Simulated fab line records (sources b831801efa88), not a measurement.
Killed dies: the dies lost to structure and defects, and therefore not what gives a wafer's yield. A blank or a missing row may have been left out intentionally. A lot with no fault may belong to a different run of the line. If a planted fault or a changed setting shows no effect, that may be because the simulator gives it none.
Comparing a struck lot with a sound one    flow sky130    16 steps out of a route of 708
Sound: the wafers L531.3, L531.5, L531.6. Struck: wafers L545.2, L545.5. (L545.3 of the same lot was not struck and is left out.) The cause comes at the end.
Per side, at each step with rows, come the tool, then ch with its chambers, and then its first start. Under that, the readings that differ: sound wafers    struck wafers    difference of the means    sigmas: that difference in standard deviations of wafers without a fault.
alike: same words and numbers on both sides, and readings whose means sit less than 2 such deviations apart. not compared: any withheld reading, any reading some wafer has no value for, any bound like >300 that may hide the same value, and any number with overlapping values for which the record gives no deviation.
The two part at a step that has a row with sigmas, a row that says differs or no value, or rows on one side only. Numbers that don't overlap but have no deviation are shown without sigmas and don't part them. Lack of a reading on every wafer of one side parts them only where that side has two or more wafers.

SKY_CAP2M_THK_MEAS_01:
  sound on film_metro-01 at day 42 03:50; struck on film_metro-01 at day 45 23:41
  alike: CAP2M_CVD_00_THK
SKY_CAP2M_SPUTTER_02: material TiN, target thk 200 nm, time 166.7 s.
  sound on pvd_sputter-02 at day 42 03:53; struck on pvd_sputter-01 at day 45 23:44
  alike: cathode_dc_power_W, throttle_valve_pct
SKY_CAP2M_RS_MEAS_03: measurement is done with a four-point probe.
  sound on film_metro-04 at day 42 04:01; struck on film_metro-01 at day 45 23:52
  alike: CAP2M_TIN_RS
SKY_CAP2M_THK_MEAS_04: measures by xrf.
  sound on film_metro-04 at day 42 04:07; struck on film_metro-01 at day 45 23:58
  alike: CAP2M_TIN_THK
then, 7 steps without rows for these wafers: SKY_CAP2M_DEHYDRATE_05 (time 60 s); SKY_CAP2M_HMDS_06 (prime time 60 s); SKY_CAP2M_COAT_07 (resist thk 1140 nm); SKY_CAP2M_SOFTBAKE_08 (time 60 s); SKY_CAP2M_EXPOSE_09 (exposes mask CAP2M, target cd 1000 nm); SKY_CAP2M_PEB_10; SKY_CAP2M_DEVELOP_11 (develop time 60 s).
SKY_CAP2M_OVL_MEAS_12:
  sound on overlay-02 at day 43 03:02; struck on overlay-02 at day 46 19:29
  alike: CAP2M_OVL
SKY_CAP2M_METAL_ETCH_13: etches TiN in Cl2/BCl3, stops on SiO2, target depth 220 nm, time 62.9 s.
  sound on rie_metal-01 ch 0,1, day 43 03:05; struck on rie_metal-03 ch 1, day 46 19:31
reading                                     sound              struck       difference  sigmas
oes_product_au (a.u.)                       0.938 0.934 0.945  0.909 0.909  -0.030      -5
rf_fwd_power_W (W)                          897 889 900        750 753      -144        -41
model.NOVOLAK_of_CAP2M_COAT_07.thk_nm (nm)  996.2 997.4 998.5  1019 1019    +22         
model.CAP2M.feature_depth_nm (nm)           201.9 200.8 200.8  186.1 185.8  -15.2       
model.etch.depth_nm (nm)                    201.9 200.8 200.8  186.1 185.8  -15.2       
  alike: drypump_motor_current_A, throttle_valve_pct
  not compared: rf_hours_counter_h
SKY_CAP2M_STRIP_14: strips in O2/N2.
  sound on plasma_asher-04 ch 0,1, day 43 03:10; struck on plasma_asher-01 ch 0,1, day 46 19:36
reading                       sound              struck       difference  sigmas
strip_time_to_endpoint_s (s)  12.68 12.69 12.71  12.88 12.87  +0.18       +5
  alike: drypump_motor_current_A, n2_flow_sccm, oes_product_au
  not compared: rf_hours_counter_h
then, 1 step without rows for these wafers: SKY_CAP2M_STRIP_15 (strips in post etch residue remover, time 1200 s).
-- the record jumps here: 4 days lie between the struck wafers' starts before and after (it left off in module CAP2M and takes up again in module PAD_OPEN, whose first step shown is number 708 of the route) --
SKY_PAD_OPEN_PROBE_99:
  sound on prober-02 at day 47 20:48; struck on prober-01 at day 50 19:55
reading                                sound                    struck       difference  sigmas
model.etest.tester.sort_n_pass         411 409 396              0 0          -405        
model.etest.met4.line_ohm_um           0.1388 0.1418 0.1411     285.9 326.7  +306.2      
model.etest.via4_chain.rc_ohm          0.7896 0.7983 0.8004     199.9 251.9  +225.1      
model.etest.met4.rs_ohm_sq             0.04285 0.04284 0.04276  84.41 97.18  +90.75      
model.etest.tester.sort_yield_pct (%)  83.54 83.13 80.49        0 0          -82         
model.etest.tester.sort_bin_4_pct (%)  0 0 0                    78.97 80.15  +79.56      
model.etest.pfet_01v8.under_floor      0 0 0                    1 1          +1          
  alike: defect_limited_yield, killed_at_M0_to_M3, killed_at_M4_up, killed_at_contacts, killed_at_front_end, killed_at_other, killed_dies, killed_on_rim, killed_open, killed_short
  not compared: model.etest.met4.rs_ohm_sq_rim_less_centre

== WHERE THEY PART ==
First at SKY_CAP2M_METAL_ETCH_13; last, within this record, at SKY_CAP2M_STRIP_14. Later steps at which nothing parts them and some readings are alike: SKY_PAD_OPEN_PROBE_99.

WHY: what the simulator had put in
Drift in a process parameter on rie_metal-03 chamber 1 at SKY_CAP2M_METAL_ETCH_13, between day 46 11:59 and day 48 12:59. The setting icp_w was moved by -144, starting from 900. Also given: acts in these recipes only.
